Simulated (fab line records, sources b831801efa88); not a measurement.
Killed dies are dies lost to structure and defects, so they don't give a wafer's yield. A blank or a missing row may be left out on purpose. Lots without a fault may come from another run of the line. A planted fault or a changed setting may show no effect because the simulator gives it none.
Which tool did it? | flow gf180mcu | 13 lots, 39 wafers sampled, at 4 steps of a route of 602

WHAT THE GAUGES READ, wafer by wafer
GF_VT_IMPLANT_RS_MEAS_47: measures by four-point-probe.
lot  | measured     | on            | NWELL_RS (ohm/sq)
L901 | day 7 10:13  | film_metro-03 | 486.6 486.7 486.2
L902 | day 7 19:46  | film_metro-02 | 488.0 489.3 487.3
L903 | day 8 00:08  | film_metro-03 | 485.9 486.6 487.0
L904 | day 8 05:08  | film_metro-03 | 487.1 488.4 487.6
L905 | day 8 13:15  | film_metro-02 | 489.3 490.8 489.9
L913 | day 10 21:14 | film_metro-02 | 480.3 480.2 479.0
L914 | day 11 02:08 | film_metro-04 | 478.2 478.5 478.5
L915 | day 11 09:25 | film_metro-02 | 480.1 479.6 479.1
L916 | day 11 15:28 | film_metro-03 | 488.0 487.7 487.7
L917 | day 12 03:14 | film_metro-04 | 489.7 489.1 489.4
L919 | day 12 13:41 | film_metro-03 | 488.3 488.1 486.9
L922 | day 14 00:56 | film_metro-03 | 489.8 487.8 487.1
L924 | day 14 15:22 | film_metro-02 | 487.5 487.8 487.3

GF_CONTACT_THK_MEAS_26: measures by xrf.
lot  | measured     | on            | CONTACT_W_THK (nm)
L901 | day 16 02:26 | film_metro-02 | 296 296 296
L902 | day 16 12:55 | film_metro-04 | 294 292 293
L903 | day 16 18:00 | film_metro-03 | 298 299 297
L904 | day 17 03:16 | film_metro-04 | 292 290 290
L905 | day 17 11:37 | film_metro-04 | 289 290 291
L913 | day 20 16:41 | film_metro-03 | 303 299 300
L914 | day 20 23:00 | film_metro-04 | 291 292 286
L915 | day 21 01:54 | film_metro-03 | 293 295 291
L916 | day 21 11:54 | film_metro-02 | 295 297 299
L917 | day 22 01:57 | film_metro-04 | 296 295 293
L919 | day 22 13:31 | film_metro-02 | 291 294 292
L922 | day 24 07:49 | film_metro-04 | 290 294 295
L924 | day 24 22:48 | film_metro-04 | 294 290 290

GF_V1_THK_MEAS_25: measures by xrf.
lot  | measured     | on            | V1_W_THK (nm)
L901 | day 18 02:56 | film_metro-01 | 348 345 344
L902 | day 18 14:53 | film_metro-03 | 352 349 352
L903 | day 18 20:17 | film_metro-03 | 349 348 351
L904 | day 19 06:31 | film_metro-02 | 344 348 347
L905 | day 19 13:01 | film_metro-02 | 346 347 346
L913 | day 22 19:14 | film_metro-02 | 343 347 345
L914 | day 23 01:14 | film_metro-02 | 350 343 351
L915 | day 23 03:20 | film_metro-03 | 342 342 344
L916 | day 23 13:08 | film_metro-03 | 348 349 349
L917 | day 24 02:58 | film_metro-03 | 355 353 354
L919 | day 24 13:23 | film_metro-01 | 349 347 350
L922 | day 26 05:39 | film_metro-01 | 348 350 350
L924 | day 26 19:54 | film_metro-01 | 350 347 352

WHICH TOOL RAN EACH LOT (tool, then ch and the chambers of the sampled wafers, then the start)
lot  | GF_NWELL_IMPLANT_09
L901 | implanter-03 ch 0, day 3 06:59
L902 | implanter-04 ch 0, day 3 14:31
L903 | implanter-04 ch 0, day 3 18:53
L904 | implanter-02 ch 0, day 4 00:25
L905 | implanter-03 ch 0, day 4 06:02
L913 | implanter-03 ch 0, day 6 02:55
L914 | implanter-03 ch 0, day 6 06:41
L915 | implanter-03 ch 0, day 6 12:08
L916 | implanter-04 ch 0, day 6 18:49
L917 | implanter-04 ch 0, day 7 01:11
L919 | implanter-04 ch 0, day 7 11:07
L922 | implanter-02 ch 0, day 8 13:26
L924 | implanter-04 ch 0, day 9 02:13
- GF_NWELL_IMPLANT_09

WHAT THE TOOLS THEMSELVES READ (means of the sampled wafers that have a number; where no wafer has one, the mark that the record gives instead)
GF_NWELL_IMPLANT_09.
lot  | tool         | beam_energy_keV | beam_on_s (s) | dose_ions_cm2 | faraday_current_uA
L901 | implanter-03 | 160.00          | 10.11         | 4.003e+12     | 22.4
L902 | implanter-04 | 160.01          | 10.03         | 3.994e+12     | 22.5
L903 | implanter-04 | 159.97          | 10.01         | 3.997e+12     | 22.5
L904 | implanter-02 | 159.99          | 10.07         | 4.002e+12     | 22.5
L905 | implanter-03 | 160.00          | 10.04         | 3.999e+12     | 22.4
L913 | implanter-03 | 160.02          | 9.95          | 4.489e+12     | 25.5
L914 | implanter-03 | 160.03          | 10.00         | 4.487e+12     | 25.3
L915 | implanter-03 | 159.98          | 9.99          | 4.489e+12     | 25.4
L916 | implanter-04 | 159.96          | 9.93          | 4.000e+12     | 22.8
L917 | implanter-04 | 160.00          | 9.99          | 3.998e+12     | 22.6
L919 | implanter-04 | 160.07          | 9.70          | 4.002e+12     | 23.2
L922 | implanter-02 | 159.97          | 10.06         | 4.001e+12     | 22.5
L924 | implanter-04 | 160.06          | 10.04         | 3.998e+12     | 22.5

THE ANSWER, worked out from the rows above alone
Rule: what is usual is taken from the lots themselves. Put in order of their means at a reading, lots are off if they are a third of the lots or fewer, leave a main group of 4 or more, and stand apart from it by a gap of 3 or more times the standard deviation of the main group's means; of several such gaps the widest counts. A main group whose means are all the same, to the digits that the tables above print for the reading, isn't used. A lot without any number at a reading at which 4 lots or more have one is off too. The other lots that the step has rows for count as sound. The gauges are gone through in route order, then the tools' own readings, and for those a lot's mean is taken as printed above. The first step at which some lot is off is used, and at that step the reading that is off furthest; a lot without a number counts as furthest.
Off: L913, L914, L915, at GF_VT_IMPLANT_RS_MEAS_47 (NWELL_RS). The main group: mean 488.0 ohm/sq, standard deviation 1.
A tool fits if, at a process step before that reading, it ran every lot that is off, and no sound lot after the first of them. The gauges at GF_VT_IMPLANT_RS_MEAS_47 aren't tried: what is off there is off at GF_NWELL_IMPLANT_09 too, on other tools, and a gauge's error can't cause that. One fits: implanter-03 at GF_NWELL_IMPLANT_09. Its last sound lot is L905 (day 4 06:02), its first lot that is off L913 (day 6 02:55): a fault that began between those two fits.
The tool's own readings at GF_NWELL_IMPLANT_09 bear it out: on the lots that are off they differ by more than 5 times the standard deviation of the sound lots' means. dose_ions_cm2 reads 4.488e+12 there against 3.999e+12 on the sound lots; faraday_current_uA reads 25.4 there against 22.6 on the sound lots.

WHAT THE SIMULATOR HAD PUT IN
Process parameter drift: implanter-03, from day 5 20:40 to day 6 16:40, at GF_NWELL_IMPLANT_09. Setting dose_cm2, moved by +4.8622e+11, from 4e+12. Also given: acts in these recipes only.
Lots struck among those shown: L913, L914, L915. The rule above found the same.
